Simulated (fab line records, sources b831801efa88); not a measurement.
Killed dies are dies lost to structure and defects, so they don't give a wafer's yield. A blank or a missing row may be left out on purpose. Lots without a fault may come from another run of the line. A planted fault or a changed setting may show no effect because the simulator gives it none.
A struck lot beside a sound one | flow sky130 | 34 steps out of a route of 708
Sound: wafers L748.3, L748.5, L748.6. Struck: wafers L755.2, L755.3, L755.5. The cause comes at the end.
At each step with rows: each side's tool, then ch and its chambers, then its first start. Under that, the readings that differ: sound wafers | struck wafers | difference of the means | sigmas: that difference in standard deviations of wafers without a fault.
alike: readings whose means differ by less than 2 such deviations, and words and numbers that are the same on both sides. not compared: withheld readings, readings that some wafer has no value for, bounds like >300 that may hide the same value, and numbers for which the record gives no deviation and whose values overlap.
The two part at a step that has a row with sigmas, a row that says differs or no value, or rows on one side only. Numbers that don't overlap but have no deviation are shown without sigmas and don't part them. A reading that every wafer of one side lacks parts them only if that side has two wafers or more.

first, 10 steps without rows for these wafers: SKY_VIA1_EXPOSE_09 (exposes mask VIM, target cd 150 nm); SKY_VIA1_PEB_10; SKY_VIA1_DEVELOP_11 (develop time 60 s); SKY_VIA1_ETCH_14 (etches BARC in N2/H2, stops on SiO2, time 45.9 s, target depth 60 nm); SKY_VIA1_ETCH_15 (etches SiO2 in C4F8/O2/Ar, stops on TiN, target depth 351 nm, time 54 s); SKY_VIA1_STRIP_16 (strips in O2/N2); SKY_VIA1_STRIP_17 (strips in post etch residue remover, time 1200 s); SKY_VIA1_CLEAN_18 (cleans in IPA, time 180 s); SKY_VIA1_CLEAN_19 (cleans in O3/DIW); SKY_VIA1_SPUTTER_20 (material TiN, target thk 20 nm, time 80 s).
SKY_VIA1_CVD_21: deposits W, target thk 270 nm, time 80.902 s.
  sound on cvd_w-02 ch 0,1, day 37 15:17; struck on cvd_w-02 ch 1, day 39 03:16
  alike: chamber_pressure_Torr, heater_power_w
then, 22 steps without rows for these wafers: SKY_VIA1_CMP_24 (polishes, stops on SiO2, t overpolish 15 s, target thk 0 nm); SKY_METAL2_SPUTTER_00 (material Ti, target thk 15 nm, time 10 s); SKY_METAL2_SPUTTER_01 (material TiN, target thk 20 nm, time 16.7 s); SKY_METAL2_SPUTTER_02 (material AlCu, target thk 250 nm, time 13.3 s); SKY_METAL2_SPUTTER_03 (material Ti, target thk 5 nm, time 3.3 s); SKY_METAL2_SPUTTER_04 (material TiN, target thk 70 nm, time 58.3 s); SKY_METAL2_DEHYDRATE_07 (time 60 s); SKY_METAL2_HMDS_08 (prime time 60 s); SKY_METAL2_COAT_09 (resist thk 60 nm); SKY_METAL2_COAT_10 (resist thk 450 nm); SKY_METAL2_SOFTBAKE_11 (time 90 s); SKY_METAL2_EXPOSE_12 (exposes mask MM2, target cd 140 nm); SKY_METAL2_PEB_13; SKY_METAL2_DEVELOP_14 (develop time 60 s); SKY_METAL2_DESCUM_17 (chemistry O2, time 8 s); SKY_METAL2_ETCH_18 (etches BARC in N2/H2, stops on SiO2, time 45.9 s, target depth 60 nm); SKY_METAL2_METAL_ETCH_19 (etches the open film in Cl2/BCl3, stops on SiO2, target depth 360 nm, time 78 s); SKY_METAL2_STRIP_20 (strips in O2/N2); SKY_METAL2_STRIP_21 (strips in post etch residue remover, time 1200 s); SKY_METAL2_CLEAN_22 (cleans in IPA, time 180 s); SKY_METAL2_CLEAN_23 (cleans in O3/DIW); SKY_VIA2_HDPCVD_00 (deposits SiO2, target thk 1180 nm, time 196.7 s).
-- the record jumps here: 11 days lie between the struck wafers' starts before and after (it left off in module VIA2 and takes up again in module PAD_OPEN, whose first step shown is number 708 of the route) --
SKY_PAD_OPEN_PROBE_99:
  sound on prober-02, day 48 11:36; struck on prober-01, day 49 20:03
  reading                               | sound              | struck            | difference | sigmas
  defect_limited_yield (%)              | 82.9 84.6 80.5     | 74.8 72.4 72.8    | -9.3       | -5
  killed_at_M0_to_M3                    | 48 37 44           | 86 86 85          | +43        | +6
  killed_dies                           | 84 76 96           | 124 136 134       | +46        | +5
  sort_bin_3_pad_short (%)              | 0.8 0.6 1.4        | 2.6 2.0 2.6       | +1.5       | +4
  sort_bin_5_function (%)               | 9.1 7.3 12.0       | 16.1 18.5 16.7    | +7.6       | +5
  sort_n_pass                           | 408 416 396        | 368 356 358       | -46        | -5
  sort_yield_pct (%)                    | 82.9 84.6 80.5     | 74.8 72.4 72.8    | -9.3       | -5
  model.etest.tester.sort_n_pass        | 408 416 396        | 368 356 358       | -46        |
  model.etest.tester.sort_yield_pct (%) | 82.93 84.55 80.49  | 74.8 72.36 72.76  | -9.3       |
  model.etest.tester.sort_bin_5_pct (%) | 9.146 7.317 11.99  | 16.06 18.5 16.67  | +7.59      |
  model.etest.tester.sort_bin_3_pct (%) | 0.813 0.6098 1.423 | 2.642 2.033 2.642 | +1.490     |
  alike: killed_at_M4_up, killed_at_contacts, killed_at_front_end, killed_at_other, killed_open, killed_short, sort_bin_6_memory

WHERE THEY PART
Only at SKY_PAD_OPEN_PROBE_99, within this record.

WHY: what the simulator had put in
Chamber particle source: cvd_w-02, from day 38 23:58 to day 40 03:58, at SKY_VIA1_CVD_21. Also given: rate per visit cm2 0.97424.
